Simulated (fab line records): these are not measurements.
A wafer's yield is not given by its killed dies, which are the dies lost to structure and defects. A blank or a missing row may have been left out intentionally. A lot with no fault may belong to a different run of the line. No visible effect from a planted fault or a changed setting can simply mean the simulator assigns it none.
The tool behind it: which one? | flow gf180mcu | 6 lots with 18 wafers sampled at 3 steps, on a route of 602 steps

WHAT EACH GAUGE READ, for each wafer
GF_TOP_METAL_OVL_MEAS_15.
lot  | measured     | on         | TOP_METAL_OVL (nm)
L420 | day 28 08:25 | overlay-02 | 0.8 -0.4 1.2
L422 | day 29 02:43 | overlay-02 | -0.5 1.2 1.5
L424 | day 29 16:59 | overlay-01 | 2.9 3.7 4.1
L433 | day 32 05:31 | overlay-01 | 3.1 2.0 0.4
L436 | day 33 05:40 | overlay-01 | 2.0 2.3 2.3
L441 | day 34 03:20 | overlay-01 | 2.0 1.7 -0.6

WHICH TOOL RAN EACH LOT (tool, then ch and the chambers of the sampled wafers, then the start)
lot  | GF_V5_CLEAN_20                  | GF_TOP_METAL_SPUTTER_03
L420 | wet bench-03 ch 3, day 27 12:00 | pvd sputter-01, day 27 12:58
L422 | wet bench-02 ch 0, day 28 06:09 | pvd sputter-01, day 28 07:07
L424 | wet bench-04 ch 3, day 28 20:38 | pvd sputter-04, day 28 21:42
L433 | wet bench-02 ch 0, day 31 11:33 | pvd sputter-03, day 31 12:31
L436 | wet bench-04 ch 3, day 32 12:06 | pvd sputter-03, day 32 13:23
L441 | wet bench-03 ch 0, day 33 10:41 | pvd sputter-01, day 33 11:40
- GF_V5_CLEAN_20: cleans in DIW.
- GF_TOP_METAL_SPUTTER_03: material Ti, target thk 5 nm, time 3.3 s.

THE ANSWER, worked out from the rows above alone
Rule: usual is defined by the lots themselves. Put in order of their means at a reading, lots are off if they are a third of the lots or fewer, leave a main group of 4 or more, and stand apart from it by a gap of 3 or more times the standard deviation of the main group's means; of several such gaps the widest counts. If all means in a main group match to the digits the tables above print for the reading, that group is not used. Also off: a lot with no number at a reading for which 4 or more lots have one. All remaining lots with rows at the step are treated as sound.
Across all readings shown, no lot is off: no conclusion can be drawn from this.

WHAT THE SIMULATOR PUT IN
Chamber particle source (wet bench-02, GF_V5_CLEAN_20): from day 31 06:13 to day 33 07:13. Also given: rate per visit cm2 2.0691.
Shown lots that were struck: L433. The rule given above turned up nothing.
